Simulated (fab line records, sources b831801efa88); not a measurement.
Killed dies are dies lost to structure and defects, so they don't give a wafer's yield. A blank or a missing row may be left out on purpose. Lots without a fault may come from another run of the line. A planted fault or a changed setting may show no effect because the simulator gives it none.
Chamber matching | flow gf180mcu | GF_V2_CMP_04 on cmp-02: 4 sister chambers
The step polishes SiO2. 8 wafers are shown with their chamber, then 12 later ones without.

WAFERS WITH THEIR CHAMBER
wafer  | chamber | motor_current_A (A) | time_to_endpoint_s (s)
L085.2 | 1       | 13.3                | 84
L085.3 | 3       | 10.8                | 68
L086.5 | 0       | 13.8                | 84
L088.2 | 0       | 13.6                | 90
L088.5 | 1       | 14.3                | 101
L089.4 | 2       | 11.7                | 102
L089.5 | 2       | 11.6                | 99
L089.6 | 3       | 10.8                | 87

WAFERS WITHOUT THEIR CHAMBER
wafer  | motor_current_A (A) | time_to_endpoint_s (s)
L090.1 | 14.0                | 90
L090.2 | 13.2                | 81
L090.3 | 10.9                | 80
L091.1 | 14.4                | 90
L091.2 | 13.0                | 75
L091.6 | 14.5                | 90
L092.3 | 11.8                | 79
L092.4 | 14.1                | 76
L092.6 | 14.9                | 87
L097.2 | 11.9                | 79
L097.3 | 12.4                | 69
L097.5 | 12.7                | 83

WHICH CHAMBER EACH WENT THROUGH
wafer  | from the rows above               | in truth
L090.1 | can't be placed: 1 or 0           | 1
L090.2 | can't be placed: 0 or 1           | 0
L090.3 | 3                                 | 3
L091.1 | can't be placed: 1 or 0           | 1
L091.2 | can't be placed: 0 or 1           | 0
L091.6 | can't be placed: 1 or 0           | 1
L092.3 | can't be placed: 2 or 3           | 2
L092.4 | can't be placed: 0 or 1           | 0
L092.6 | can't be placed: 1 or 0           | 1
L097.2 | can't be placed: 2 or 3           | 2
L097.3 | can't be placed: 2 or 0 or 3 or 1 | 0
L097.5 | can't be placed: 0 or 1 or 2      | 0
Placed correctly: 1 of 12. Can't be placed from these rows: 11 (the true chamber is among the candidates in 11). Placed wrongly: 0.
How it was worked out, from the rows above alone: a wafer's distance from a chamber is the root of the sum, over the readings, of the square of ((its reading less the chamber's mean) divided by the reading's scatter). The wafer belongs to the nearest chamber; if the next one is less than 2 further off, it can't be placed. A chamber's mean is the mean of its shown wafers. The scatter: the root of (the sum of the squares of (reading less its chamber's mean) over the shown wafers, divided by (wafers less chambers)).
